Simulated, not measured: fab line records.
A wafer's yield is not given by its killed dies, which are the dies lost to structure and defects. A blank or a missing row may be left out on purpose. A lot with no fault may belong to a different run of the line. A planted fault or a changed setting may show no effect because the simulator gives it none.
The tool behind it: which one? / flow gf180mcu / 18 wafers from 6 lots sampled at 2 of the route's 602 steps

## WHAT THE GAUGES SHOWED, per wafer
GF_MVPSD_TW_MEAS_11.
lot=L153; measured=day 5 05:08; on=film-metro-03; MVPSD_TW=555.4 558.9 555.6
lot=L155; measured=day 6 02:04; on=film-metro-02; MVPSD_TW=558.6 557.3 559.0
lot=L160; measured=day 7 01:21; on=film-metro-03; MVPSD_TW=557.3 559.9 556.5
lot=L162; measured=day 7 12:28; on=film-metro-03; MVPSD_TW=614.3 612.0 609.6
lot=L166; measured=day 8 18:37; on=film-metro-03; MVPSD_TW=558.1 557.7 556.4
lot=L168; measured=day 9 00:56; on=film-metro-02; MVPSD_TW=555.4 553.5 555.7

## EACH LOT AND THE TOOL THAT RAN IT (in order: tool; ch and the chambers of the sampled wafers; start)
lot=L153; GF_MVPSD_IMPLANT_08=implanter-01 ch 0, day 5 04:47
lot=L155; GF_MVPSD_IMPLANT_08=implanter-04 ch 0, day 6 01:41
lot=L160; GF_MVPSD_IMPLANT_08=implanter-04 ch 0, day 7 00:59
lot=L162; GF_MVPSD_IMPLANT_08=implanter-04 ch 0, day 7 12:04
lot=L166; GF_MVPSD_IMPLANT_08=implanter-03 ch 0, day 8 18:13
lot=L168; GF_MVPSD_IMPLANT_08=implanter-03 ch 0, day 9 00:32
- GF_MVPSD_IMPLANT_08

## THE ANSWER, worked out from the rows above alone
Rule: the lots themselves supply what counts as usual. Put in order of their means at a reading, lots are off if they are a third of the lots or fewer, leave a main group of 4 or more, and stand apart from it by a gap of 3 or more times the standard deviation of the main group's means; of several such gaps the widest counts. If all means in a main group match to the digits the tables above print for the reading, that group is not used. A lot without any number at a reading at which 4 lots or more have one is off too. Any other lot the step has rows for is counted as sound.
Off: L162, at GF_MVPSD_TW_MEAS_11 (MVPSD_TW). Mean 557.0 and standard deviation 1.2 in the main group.
If a tool, at a process step before that reading, ran all the lots that are off and no sound lot after the first of them, it fits. The gauges at GF_MVPSD_TW_MEAS_11 are tried like those tools. One fits: implanter-04 at GF_MVPSD_IMPLANT_08. Its last sound lot is L160 (day 7 00:59), its first lot that is off L162 (day 7 12:04): a fault that began between those two fits.

## WHAT WAS PUT IN BY THE SIMULATOR
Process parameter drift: implanter-04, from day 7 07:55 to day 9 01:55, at GF_MVPSD_IMPLANT_08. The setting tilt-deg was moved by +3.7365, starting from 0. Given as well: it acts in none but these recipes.
Lots struck among those shown: L162. The rule above reached the same finding.
